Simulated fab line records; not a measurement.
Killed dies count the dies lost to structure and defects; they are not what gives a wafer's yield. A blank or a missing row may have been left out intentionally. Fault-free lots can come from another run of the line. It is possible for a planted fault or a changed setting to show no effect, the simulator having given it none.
Which of the tools did it? / flow gf180mcu / 39 wafers from 13 lots sampled at 4 of the route's 602 steps

## WHAT THE GAUGES SHOWED, per wafer
GF_V4_THK_MEAS_03.
lot=L196; measured=day 23 10:46; on=film metro-02; V4_CVD_02_THK (nm)=857 870 873
lot=L198; measured=day 24 04:38; on=film metro-02; V4_CVD_02_THK (nm)=847 858 862
lot=L199; measured=day 24 07:43; on=film metro-04; V4_CVD_02_THK (nm)=837 854 847
lot=L200; measured=day 24 17:25; on=film metro-02; V4_CVD_02_THK (nm)=839 855 859
lot=L201; measured=day 25 09:22; on=film metro-02; V4_CVD_02_THK (nm)=867 865 870
lot=L209; measured=day 27 21:58; on=film metro-02; V4_CVD_02_THK (nm)=846 866 867
lot=L210; measured=day 28 03:01; on=film metro-04; V4_CVD_02_THK (nm)=835 852 865
lot=L211; measured=day 28 13:35; on=film metro-04; V4_CVD_02_THK (nm)=835 854 862
lot=L213; measured=day 28 17:54; on=film metro-04; V4_CVD_02_THK (nm)=853 866 861
lot=L214; measured=day 29 02:05; on=film metro-04; V4_CVD_02_THK (nm)=844 864 872
lot=L215; measured=day 29 04:53; on=film metro-02; V4_CVD_02_THK (nm)=838 864 854
lot=L218; measured=day 30 04:44; on=film metro-04; V4_CVD_02_THK (nm)=839 844 853
lot=L219; measured=day 30 16:20; on=film metro-03; V4_CVD_02_THK (nm)=851 853 863

## TOOL THAT RAN EACH LOT (tool first, then ch and the chambers of the sampled wafers, then the start)
lot=L196; GF_M3_SPUTTER_01=pvd sputter-03, day 20 07:55; GF_V3_SPUTTER_21=pvd sputter-03, day 22 10:04; GF_M4_SPUTTER_01=pvd sputter-04, day 22 10:52
lot=L198; GF_M3_SPUTTER_01=pvd sputter-03, day 21 03:10; GF_V3_SPUTTER_21=pvd sputter-02, day 23 04:13; GF_M4_SPUTTER_01=pvd sputter-04, day 23 05:01
lot=L199; GF_M3_SPUTTER_01=pvd sputter-03, day 21 05:31; GF_V3_SPUTTER_21=pvd sputter-03, day 23 06:41; GF_M4_SPUTTER_01=pvd sputter-01, day 23 07:35
lot=L200; GF_M3_SPUTTER_01=pvd sputter-03, day 21 16:09; GF_V3_SPUTTER_21=pvd sputter-04, day 23 17:11; GF_M4_SPUTTER_01=pvd sputter-04, day 23 17:59
lot=L201; GF_M3_SPUTTER_01=pvd sputter-04, day 22 08:20; GF_V3_SPUTTER_21=pvd sputter-02, day 24 09:56; GF_M4_SPUTTER_01=pvd sputter-04, day 24 10:43
lot=L209; GF_M3_SPUTTER_01=pvd sputter-04, day 25 03:41; GF_V3_SPUTTER_21=pvd sputter-03, day 27 00:35; GF_M4_SPUTTER_01=pvd sputter-04, day 27 01:22
lot=L210; GF_M3_SPUTTER_01=pvd sputter-04, day 25 09:22; GF_V3_SPUTTER_21=pvd sputter-02, day 27 05:27; GF_M4_SPUTTER_01=pvd sputter-01, day 27 06:15
lot=L211; GF_M3_SPUTTER_01=pvd sputter-03, day 25 20:31; GF_V3_SPUTTER_21=pvd sputter-03, day 27 15:59; GF_M4_SPUTTER_01=pvd sputter-04, day 27 16:46
lot=L213; GF_M3_SPUTTER_01=pvd sputter-04, day 26 02:49; GF_V3_SPUTTER_21=pvd sputter-03, day 27 21:25; GF_M4_SPUTTER_01=pvd sputter-02, day 27 22:13
lot=L214; GF_M3_SPUTTER_01=pvd sputter-04, day 26 09:49; GF_V3_SPUTTER_21=pvd sputter-04, day 28 05:02; GF_M4_SPUTTER_01=pvd sputter-02, day 28 05:49
lot=L215; GF_M3_SPUTTER_01=pvd sputter-01, day 26 13:13; GF_V3_SPUTTER_21=pvd sputter-04, day 28 07:40; GF_M4_SPUTTER_01=pvd sputter-01, day 28 08:27
lot=L218; GF_M3_SPUTTER_01=pvd sputter-04, day 27 15:05; GF_V3_SPUTTER_21=pvd sputter-03, day 29 07:33; GF_M4_SPUTTER_01=pvd sputter-04, day 29 08:34
lot=L219; GF_M3_SPUTTER_01=pvd sputter-04, day 28 03:49; GF_V3_SPUTTER_21=pvd sputter-02, day 29 19:48; GF_M4_SPUTTER_01=pvd sputter-04, day 29 20:35
- GF_M3_SPUTTER_01: material TiN, target thk 30 nm, time 25 s.
- GF_V3_SPUTTER_21: material Ti, target thk 15 nm, time 80.02 s.
- GF_M4_SPUTTER_01: material TiN, target thk 30 nm, time 25 s.

## WHAT THE TOOLS THEMSELVES READ (means of the sampled wafers that have a number; where no wafer has one, the mark that the record gives instead)
GF_M3_SPUTTER_01.
lot=L196; tool=pvd sputter-03; cathode dc power W (W)=6499.7; throttle valve pct (%)=30.2
lot=L198; tool=pvd sputter-03; cathode dc power W (W)=6499.4; throttle valve pct (%)=30.0
lot=L199; tool=pvd sputter-03; cathode dc power W (W)=6500.2; throttle valve pct (%)=30.1
lot=L200; tool=pvd sputter-03; cathode dc power W (W)=6500.1; throttle valve pct (%)=29.4
lot=L201; tool=pvd sputter-04; cathode dc power W (W)=6499.0; throttle valve pct (%)=30.0
lot=L209; tool=pvd sputter-04; cathode dc power W (W)=6500.8; throttle valve pct (%)=30.0
lot=L210; tool=pvd sputter-04; cathode dc power W (W)=6500.7; throttle valve pct (%)=30.5
lot=L211; tool=pvd sputter-03; cathode dc power W (W)=6499.6; throttle valve pct (%)=29.7
lot=L213; tool=pvd sputter-04; cathode dc power W (W)=6498.9; throttle valve pct (%)=30.1
lot=L214; tool=pvd sputter-04; cathode dc power W (W)=6498.9; throttle valve pct (%)=30.2
lot=L215; tool=pvd sputter-01; cathode dc power W (W)=6499.5; throttle valve pct (%)=30.3
lot=L218; tool=pvd sputter-04; cathode dc power W (W)=6500.8; throttle valve pct (%)=30.8
lot=L219; tool=pvd sputter-04; cathode dc power W (W)=6499.8; throttle valve pct (%)=30.4

GF_V3_SPUTTER_21.
lot=L196; tool=pvd sputter-03; cathode dc power W (W)=2499.8; substrate temp c (C)=200.10; throttle valve pct (%)=29.6
lot=L198; tool=pvd sputter-02; cathode dc power W (W)=2500.1; substrate temp c (C)=199.93; throttle valve pct (%)=29.6
lot=L199; tool=pvd sputter-03; cathode dc power W (W)=2500.3; substrate temp c (C)=200.07; throttle valve pct (%)=29.7
lot=L200; tool=pvd sputter-04; cathode dc power W (W)=2500.1; substrate temp c (C)=199.95; throttle valve pct (%)=29.2
lot=L201; tool=pvd sputter-02; cathode dc power W (W)=2499.8; substrate temp c (C)=200.01; throttle valve pct (%)=29.7
lot=L209; tool=pvd sputter-03; cathode dc power W (W)=2499.8; substrate temp c (C)=199.92; throttle valve pct (%)=30.0
lot=L210; tool=pvd sputter-02; cathode dc power W (W)=2500.0; substrate temp c (C)=199.97; throttle valve pct (%)=30.3
lot=L211; tool=pvd sputter-03; cathode dc power W (W)=2500.1; substrate temp c (C)=199.90; throttle valve pct (%)=29.2
lot=L213; tool=pvd sputter-03; cathode dc power W (W)=2499.8; substrate temp c (C)=199.96; throttle valve pct (%)=30.2
lot=L214; tool=pvd sputter-04; cathode dc power W (W)=2500.0; substrate temp c (C)=199.88; throttle valve pct (%)=30.2
lot=L215; tool=pvd sputter-04; cathode dc power W (W)=2500.7; substrate temp c (C)=200.24; throttle valve pct (%)=29.5
lot=L218; tool=pvd sputter-03; cathode dc power W (W)=2500.5; substrate temp c (C)=200.05; throttle valve pct (%)=30.2
lot=L219; tool=pvd sputter-02; cathode dc power W (W)=2500.0; substrate temp c (C)=199.92; throttle valve pct (%)=29.7

GF_M4_SPUTTER_01.
lot=L196; tool=pvd sputter-04; cathode dc power W (W)=6499.0; throttle valve pct (%)=30.1
lot=L198; tool=pvd sputter-04; cathode dc power W (W)=6499.7; throttle valve pct (%)=30.5
lot=L199; tool=pvd sputter-01; cathode dc power W (W)=6499.6; throttle valve pct (%)=29.9
lot=L200; tool=pvd sputter-04; cathode dc power W (W)=6852.0; throttle valve pct (%)=30.2
lot=L201; tool=pvd sputter-04; cathode dc power W (W)=6853.0; throttle valve pct (%)=31.0
lot=L209; tool=pvd sputter-04; cathode dc power W (W)=6499.5; throttle valve pct (%)=30.4
lot=L210; tool=pvd sputter-01; cathode dc power W (W)=6499.5; throttle valve pct (%)=30.0
lot=L211; tool=pvd sputter-04; cathode dc power W (W)=6499.7; throttle valve pct (%)=30.1
lot=L213; tool=pvd sputter-02; cathode dc power W (W)=6499.3; throttle valve pct (%)=30.2
lot=L214; tool=pvd sputter-02; cathode dc power W (W)=6501.2; throttle valve pct (%)=29.4
lot=L215; tool=pvd sputter-01; cathode dc power W (W)=6499.2; throttle valve pct (%)=30.0
lot=L218; tool=pvd sputter-04; cathode dc power W (W)=6500.9; throttle valve pct (%)=30.9
lot=L219; tool=pvd sputter-04; cathode dc power W (W)=6499.1; throttle valve pct (%)=30.5

## THE ANSWER, worked out from the rows above alone
Rule: what is usual is taken from the lots themselves. Put in order of their means at a reading, lots are off if they are a third of the lots or fewer, leave a main group of 4 or more, and stand apart from it by a gap of 3 or more times the standard deviation of the main group's means; of several such gaps the widest counts. Not used: any main group whose means are identical at the precision the tables above print for the reading. Also off: a lot with no number at a reading for which 4 or more lots have one. All remaining lots with rows at the step are treated as sound. Order of review: gauges by route order, followed by the tools' own readings, for which a lot's mean as printed above is used. At the first step where some lot is off, the reading lying furthest off is the one used; lots without a number count as furthest.
Off: L200, L201 (GF_M4_SPUTTER_01, cathode dc power W). The main group has a mean of 6499.7 W with a standard deviation of 0.68.
If a tool, at that step or one of the process steps before it, ran each lot that is off and ran no sound lot following the first of them, it fits. Not one of the candidates tried fits.

## WHAT WAS PUT IN BY THE SIMULATOR
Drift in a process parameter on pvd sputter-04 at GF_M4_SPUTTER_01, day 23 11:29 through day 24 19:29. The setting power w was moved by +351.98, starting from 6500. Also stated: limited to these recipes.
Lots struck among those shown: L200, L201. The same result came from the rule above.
